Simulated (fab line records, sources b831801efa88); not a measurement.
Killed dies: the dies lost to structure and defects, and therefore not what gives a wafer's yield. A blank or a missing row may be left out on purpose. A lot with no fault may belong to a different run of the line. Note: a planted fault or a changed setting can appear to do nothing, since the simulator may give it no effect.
Chamber matching + flow gf180mcu + 4 sister chambers for GF_V1_CMP_04 on cmp-02
The step polishes SiO2. 14 wafers are shown with their chamber, then 7 later ones without.

## EACH WAFER AND ITS CHAMBER
| wafer  | chamber | motor current A (A) | time to endpoint s (s) | head pressure psi (psi) |
|--------|---------|---------------------|------------------------|-------------------------|
| L882.3 | 0       | 11.0                | 71                     | 4.001                   |
| L882.4 | 2       | 13.8                | 78                     | 3.988                   |
| L882.6 | 2       | 13.9                | 77                     | 4.001                   |
| L883.3 | 1       | 9.5                 | 80                     | 3.998                   |
| L883.4 | 3       | 12.8                | 81                     | 3.994                   |
| L883.6 | 3       | 12.1                | 88                     | 3.992                   |
| L884.2 | 3       | 11.7                | 82                     | 4.007                   |
| L884.3 | 0       | 10.8                | 75                     | 4.010                   |
| L884.6 | 2       | 14.0                | 89                     | 4.011                   |
| L887.1 | 2       | 14.0                | 78                     | 4.011                   |
| L887.3 | 3       | 13.1                | 76                     | 3.999                   |
| L887.4 | 0       | 11.2                | 78                     | 3.993                   |
| L890.1 | 3       | 12.3                | 72                     | 3.981                   |
| L890.2 | 0       | 11.3                | 68                     | 4.007                   |

SIGNATURES (means of the wafers above)
| reading            | chamber 0 | chamber 1 | chamber 2 | chamber 3 | scatter within a chamber |
|--------------------|-----------|-----------|-----------|-----------|--------------------------|
| motor current A    | 11.075    | 9.500     | 13.925    | 12.400    | 0.376                    |
| time to endpoint s | 73.00     | 80.00     | 80.50     | 79.80     | 5.51                     |
| head pressure psi  | 4.00275   | 3.99800   | 4.00275   | 3.99460   | 0.00944                  |
Rule: for each reading, subtract the chamber's mean from the wafer's reading, divide by that reading's scatter and square the result; add these up over the readings and take the root, which gives the wafer's distance from the chamber. The wafer belongs to the nearest chamber; if the next one is less than 2 further off, it can't be placed. The scatter: take each reading less its chamber's mean, square it, sum over the shown wafers, divide by the number of wafers less the number of chambers, and take the root.

## WAFERS MISSING THEIR CHAMBER
| wafer  | motor current A (A) | time to endpoint s (s) | head pressure psi (psi) |
|--------|---------------------|------------------------|-------------------------|
| L890.5 | 11.8                | 79                     | 3.987                   |
| L895.3 | 9.3                 | 72                     | 4.021                   |
| L895.5 | 9.7                 | 72                     | 4.004                   |
| L895.6 | 11.4                | 75                     | 3.998                   |
| L897.3 | 11.5                | 70                     | 3.998                   |
| L897.4 | 11.5                | 76                     | 3.999                   |
| L897.5 | 12.4                | 72                     | 4.005                   |

## WHICH CHAMBER EACH WENT THROUGH
| wafer  | from the rows above     | in truth |
|--------|-------------------------|----------|
| L890.5 | can't be placed: 3 or 0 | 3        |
| L895.3 | 1                       | 1        |
| L895.5 | can't be placed: 1 or 0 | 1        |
| L895.6 | can't be placed: 0 or 3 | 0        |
| L897.3 | can't be placed: 0 or 3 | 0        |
| L897.4 | can't be placed: 0 or 3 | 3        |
| L897.5 | can't be placed: 3 or 0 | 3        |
Correct placement for 1 of the 7. Not placeable from these rows: 6 (in 6, the candidates include the true chamber). 0 placed wrongly.
